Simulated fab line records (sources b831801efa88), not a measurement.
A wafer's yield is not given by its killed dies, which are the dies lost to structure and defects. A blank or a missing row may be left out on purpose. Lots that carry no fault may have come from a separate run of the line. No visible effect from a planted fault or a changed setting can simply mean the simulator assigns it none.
Split-lot experiment / flow sfq line / 5 lots, 23 wafers read, on a route of 325 steps

== SPLIT DETAILS ==
At SFQ_TRILAYER_M0_DEP_SPUTTER_019 (material Nb, target thk 200 nm, time 133.3 s), the setting power w was moved away from the recipe's 2000 W on 7 of the 23 wafers read, by -10.1% to -7.6%. This setting was run at the recipe's value on the other wafers.

== FROM THE SPLIT TO THE READING: what the file shows between them, 5 steps ==
- SFQ_M0_RS_MEAS_904: measures by four-point-probe
- SFQ_TRILAYER_M0_LITHO_EXPOSE_022: exposes mask M0, target cd 500 nm (also split here: dose mj)
- SFQ_TRILAYER_M0_LITHO_PEB_024: peb time 60 s
- SFQ_TRILAYER_M0_LITHO_DEVELOP_023: time 60 s
- SFQ_TRILAYER_M0_BARC_OPEN_METAL_ETCH_031: etches BARC in O2, target depth 125 nm, time 41.7 s

== THE READING ==
oes product au, in a.u., at SFQ_TRILAYER_M0_ETCH_METAL_ETCH_024 (etches Nb in Cl2/Ar, stops on SiO2, target depth 240 nm, time 120 s). Typical for fault-free wafers on this fab line: 0.895 a.u., with standard deviation 0.0083 a.u.

wafer=L075.1; tool, chamber at the split=pvd sputter-06, -; power w as run, W=2000; against the recipe=recipe; oes product au, a.u.=0.898; against lot-mates on the recipe=-
wafer=L075.3; tool, chamber at the split=pvd sputter-06, -; power w as run, W=2000; against the recipe=recipe; oes product au, a.u.=0.903; against lot-mates on the recipe=-
wafer=L075.4; tool, chamber at the split=pvd sputter-06, -; power w as run, W=2000; against the recipe=recipe; oes product au, a.u.=0.908; against lot-mates on the recipe=-
wafer=L075.5; tool, chamber at the split=pvd sputter-06, -; power w as run, W=2000; against the recipe=recipe; oes product au, a.u.=0.891; against lot-mates on the recipe=-
wafer=L075.6; tool, chamber at the split=pvd sputter-06, -; power w as run, W=2000; against the recipe=recipe; oes product au, a.u.=0.901; against lot-mates on the recipe=-
wafer=L076.1; tool, chamber at the split=pvd sputter-06, -; power w as run, W=1816; against the recipe=-9.2%; oes product au, a.u.=0.838; against lot-mates on the recipe=-0.061
wafer=L076.2; tool, chamber at the split=pvd sputter-06, -; power w as run, W=2000; against the recipe=recipe; oes product au, a.u.=0.900; against lot-mates on the recipe=-
wafer=L076.3; tool, chamber at the split=pvd sputter-06, -; power w as run, W=2000; against the recipe=recipe; oes product au, a.u.=0.896; against lot-mates on the recipe=-
wafer=L076.5; tool, chamber at the split=pvd sputter-06, -; power w as run, W=2000; against the recipe=recipe; oes product au, a.u.=0.902; against lot-mates on the recipe=-
wafer=L076.6; tool, chamber at the split=pvd sputter-06, -; power w as run, W=1816; against the recipe=-9.2%; oes product au, a.u.=0.832; against lot-mates on the recipe=-0.067
wafer=L077.1; tool, chamber at the split=pvd sputter-03, -; power w as run, W=1799; against the recipe=-10.1%; oes product au, a.u.=0.850; against lot-mates on the recipe=-0.049
wafer=L077.2; tool, chamber at the split=pvd sputter-03, -; power w as run, W=1799; against the recipe=-10.1%; oes product au, a.u.=0.841; against lot-mates on the recipe=-0.058
wafer=L077.3; tool, chamber at the split=pvd sputter-03, -; power w as run, W=2000; against the recipe=recipe; oes product au, a.u.=0.897; against lot-mates on the recipe=-
wafer=L077.4; tool, chamber at the split=pvd sputter-03, -; power w as run, W=2000; against the recipe=recipe; oes product au, a.u.=0.910; against lot-mates on the recipe=-
wafer=L077.6; tool, chamber at the split=pvd sputter-03, -; power w as run, W=2000; against the recipe=recipe; oes product au, a.u.=0.891; against lot-mates on the recipe=-
wafer=L080.1; tool, chamber at the split=pvd sputter-03, -; power w as run, W=1849; against the recipe=-7.6%; oes product au, a.u.=0.859; against lot-mates on the recipe=-0.040
wafer=L080.2; tool, chamber at the split=pvd sputter-03, -; power w as run, W=2000; against the recipe=recipe; oes product au, a.u.=0.896; against lot-mates on the recipe=-
wafer=L080.3; tool, chamber at the split=pvd sputter-03, -; power w as run, W=2000; against the recipe=recipe; oes product au, a.u.=0.902; against lot-mates on the recipe=-
wafer=L080.5; tool, chamber at the split=pvd sputter-03, -; power w as run, W=1849; against the recipe=-7.6%; oes product au, a.u.=0.853; against lot-mates on the recipe=-0.046
wafer=L080.6; tool, chamber at the split=pvd sputter-03, -; power w as run, W=1849; against the recipe=-7.6%; oes product au, a.u.=0.870; against lot-mates on the recipe=-0.029
wafer=L082.3; tool, chamber at the split=pvd sputter-03, -; power w as run, W=2000; against the recipe=recipe; oes product au, a.u.=0.892; against lot-mates on the recipe=-
wafer=L082.5; tool, chamber at the split=pvd sputter-03, -; power w as run, W=2000; against the recipe=recipe; oes product au, a.u.=0.893; against lot-mates on the recipe=-
wafer=L082.6; tool, chamber at the split=pvd sputter-03, -; power w as run, W=2000; against the recipe=recipe; oes product au, a.u.=0.900; against lot-mates on the recipe=-

THE FIT
A straight line over all 23 wafers: oes product au changes by +0.00574 a.u. for each +1% of power w; r = +0.96; the points scatter about the line by 0.0071 a.u.
The same after taking each lot's own level away (the mean of its wafers on the recipe; 23 wafers): +0.00579 a.u. for each +1%; r = +0.96; scatter 0.0069 a.u.
Per that fit: largest power w move, reading shift of 0.058 a.u.
Across the lots, their own levels run from 0.8950 to 0.9002 a.u., a range of 0.6 times the standard deviation given above.
The two slopes agree, so the slope changes little with the lot-to-lot level.
Check: for one of the wafers moved furthest among these (-10.1%), held out of the fit, the line's prediction against its lot-mates is -0.0601 a.u. Against them it came out at -0.0493 a.u.

== THESE WAFERS: OTHER SPLITS ==
Other splits were also applied to these wafers ahead of the reading. Each is held against what the fit with the lots' levels taken away leaves over:
other split on the same wafers=SFQ_TRILAYER_L0_DEP_SPUTTER_003 time s; wafers away from the commonest value=9; r with oes product au (lot level and that fit taken away)=-0.32
other split on the same wafers=SFQ_TRILAYER_L0_LITHO_EXPOSE_006 dose mj; wafers away from the commonest value=9; r with oes product au (lot level and that fit taken away)=-0.06
other split on the same wafers=SFQ_TRILAYER_M0_LITHO_EXPOSE_022 dose mj; wafers away from the commonest value=10; r with oes product au (lot level and that fit taken away)=-0.19

== THE WHOLE CHAIN: every reading that the file lists as answering this split, in the file's order ==
step=SFQ_TRILAYER_M0_DEP_SPUTTER_019; what it does=material Nb, target thk 200 nm, time 133.3 s; reading=Nb_of_TRILAYER_M0_DEP_SPUTTER_019.thk nm (the simulator's own value, which no gauge read); change (the file's fit)=+2.29 nm for each +1% of the setting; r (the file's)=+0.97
step=SFQ_M0_RS_MEAS_904; what it does=measures by four-point-probe; reading=M0_NB_RS; change (the file's fit)=-0.0114 for each +1% of the setting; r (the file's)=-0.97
step=SFQ_TRILAYER_M0_ETCH_METAL_ETCH_024; what it does=etches Nb in Cl2/Ar, stops on SiO2, target depth 240 nm, time 120 s; reading=oes product au; change (the file's fit)=+0.00582 a.u. for each +1% of the setting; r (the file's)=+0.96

== FILE'S OWN FIT ==
oes product au changes by +0.00582 a.u. for each +1% of power w, r = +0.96.
